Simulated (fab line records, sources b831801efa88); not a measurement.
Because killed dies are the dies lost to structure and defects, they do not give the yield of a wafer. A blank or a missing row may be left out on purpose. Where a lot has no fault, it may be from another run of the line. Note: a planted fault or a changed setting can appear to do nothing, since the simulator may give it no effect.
What tool caused it? -- flow sky130 -- Sampling: 12 lots, 36 wafers, 2 of 708 route steps

== WHAT THE GAUGES READ, wafer by wafer ==
SKY_VIA4_RS_MEAS_19: measurement is done with a four-point probe.
lot,measured,on,VIA4_W_RS (ohm/sq)
L582,day 43 01:46,film metro-03,0.2253 0.2244 0.2223
L583,day 43 15:13,film metro-03,0.2246 0.2256 0.2266
L584,day 43 20:50,film metro-03,0.2239 0.2243 0.2245
L586,day 44 01:01,film metro-01,0.2261 0.2278 0.2252
L585,day 44 01:14,film metro-03,0.2260 0.2246 0.2236
L590,day 45 06:02,film metro-02,0.2277 0.2262 0.2235
L592,day 46 03:25,film metro-01,0.2267 0.2235 0.2264
L594,day 46 10:08,film metro-02,0.2264 0.2238 0.2247
L595,day 46 11:59,film metro-02,0.2294 0.2287 0.2259
L598,day 47 05:08,film metro-02,0.2237 0.2261 0.2257
L600,day 47 13:32,film metro-01,0.2262 0.2260 0.2261
L603,day 47 23:38,film metro-03,0.2229 0.2199 0.2216

== EACH LOT AND THE TOOL THAT RAN IT (in order: tool; ch and the chambers of the sampled wafers; start) ==
lot,SKY_VIA4_ETCH_12
L582,"rie diel-03 ch 0,1, day 43 00:52"
L583,"rie diel-01 ch 0,2,3, day 43 14:19"
L584,"rie diel-03 ch 1,3, day 43 19:58"
L586,"rie diel-01 ch 0,1,3, day 44 00:01"
L585,"rie diel-03 ch 1,2, day 44 00:19"
L590,"rie diel-01 ch 1,2, day 45 05:07"
L592,"rie diel-04 ch 1,2, day 46 02:28"
L594,"rie diel-01 ch 0,3, day 46 09:13"
L595,"rie diel-03 ch 0,2,3, day 46 11:07"
L598,"rie diel-04 ch 0,1,2, day 47 04:13"
L600,"rie diel-01 ch 0,1, day 47 12:37"
L603,"rie diel-04 ch 1,2, day 47 22:44"
- SKY_VIA4_ETCH_12: etches SiO2 in C4F8/O2/Ar, stops on TiN, target depth 580 nm.

== WHAT THE TOOLS THEMSELVES READ (means of the sampled wafers that have a number; where no wafer has one, the mark that the record gives instead) ==
SKY_VIA4_ETCH_12.
lot,tool,oes product au (a.u.)
L582,rie diel-03,0.924
L583,rie diel-01,0.924
L584,rie diel-03,0.924
L586,rie diel-01,0.922
L585,rie diel-03,0.923
L590,rie diel-01,0.927
L592,rie diel-04,0.929
L594,rie diel-01,0.931
L595,rie diel-03,0.926
L598,rie diel-04,0.926
L600,rie diel-01,0.926
L603,rie diel-04,0.925

== THE ANSWER, worked out from the rows above alone ==
Rule: the usual values come from the lots themselves. Put in order of their means at a reading, lots are off if they are a third of the lots or fewer, leave a main group of 4 or more, and stand apart from it by a gap of 3 or more times the standard deviation of the main group's means; of several such gaps the widest counts. The tables above print the reading to a certain number of digits; a main group whose means all agree to those digits is not used. Also off: a lot with no number at a reading for which 4 or more lots have one. Any other lot the step has rows for is counted as sound. The gauges are gone through in route order, then the tools' own readings, and for those a lot's mean is taken as printed above. The first step at which some lot is off is used, and at that step the reading that is off furthest; a lot without a number counts as furthest.
No lot is off at any reading shown: from this, nothing can be told.

== WHAT THE SIMULATOR HAD INSERTED ==
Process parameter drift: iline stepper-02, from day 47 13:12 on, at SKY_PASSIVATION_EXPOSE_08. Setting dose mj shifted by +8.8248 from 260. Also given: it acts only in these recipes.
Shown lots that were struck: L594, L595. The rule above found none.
